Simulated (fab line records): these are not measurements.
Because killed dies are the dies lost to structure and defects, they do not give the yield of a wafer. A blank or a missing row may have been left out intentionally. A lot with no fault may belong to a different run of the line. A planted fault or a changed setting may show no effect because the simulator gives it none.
Chamber matching    flow gf180mcu    GF_V3_ETCH_16 on rie diel-01: 4 sister chambers
The step etches BARC in N2/H2. 16 wafers are shown with their chamber, then 8 later ones without.

WAFERS PAIRED WITH THEIR CHAMBERS
wafer   chamber  drypump motor current A (A)  oes product au (a.u.)  throttle valve pct (%)
L448.2  1        5.5                          0.853                  13.231
L448.3  0        5.7                          0.850                  13.218
L448.5  0        5.7                          0.848                  13.216
L450.1  3        5.0                          0.858                  13.226
L450.4  2        5.3                          0.849                  13.226
L450.5  2        5.3                          0.859                  13.242
L451.2  2        5.3                          0.855                  13.229
L451.3  1        5.4                          0.855                  13.213
L451.4  3        5.0                          0.853                  13.233
L454.1  3        5.0                          0.853                  13.222
L454.2  0        5.7                          0.853                  13.224
L454.4  1        5.5                          0.864                  13.243
L457.2  0        5.7                          0.852                  13.209
L457.4  2        5.3                          0.853                  13.225
L457.6  1        5.5                          0.856                  13.224
L458.2  2        5.3                          0.850                  13.225

SIGNATURES (means of the wafers above)
reading                  chamber 0  chamber 1  chamber 2  chamber 3  scatter within a chamber
drypump motor current A  5.700      5.475      5.300      5.000      0.025
oes product au           0.85075    0.85700    0.85320    0.85467    0.00372
throttle valve pct       13.21675   13.22775   13.22940   13.22700   0.00847
Rule: for a wafer and a chamber, the distance is found by dividing, reading by reading, the gap between the wafer's reading and the chamber's mean by the reading's scatter, squaring, summing and taking the root. The wafer belongs to the nearest chamber; if the next one is less than 2 further off, it can't be placed. The scatter: the root of (the sum of the squares of (reading less its chamber's mean) over the shown wafers, divided by (wafers less chambers)).

WAFERS WHOSE CHAMBER IS MISSING
wafer   drypump motor current A (A)  oes product au (a.u.)  throttle valve pct (%)
L458.3  5.5                          0.854                  13.222
L458.5  5.3                          0.854                  13.227
L467.2  5.7                          0.853                  13.222
L467.3  5.0                          0.845                  13.225
L467.6  5.0                          0.859                  13.212
L468.1  5.7                          0.853                  13.245
L468.5  5.4                          0.857                  13.238
L468.6  5.7                          0.866                  13.204

CHAMBER TAKEN BY EACH
wafer   from the rows above      in truth
L458.3  1                        1
L458.5  2                        2
L467.2  0                        0
L467.3  3                        3
L467.6  3                        3
L468.1  0                        0
L468.5  can't be placed: 1 or 2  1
L468.6  0                        0
Placed correctly: 7 of 8. Unplaceable from these rows: 1, with the true chamber sitting among the candidates in 1. Wrongly placed: 0.
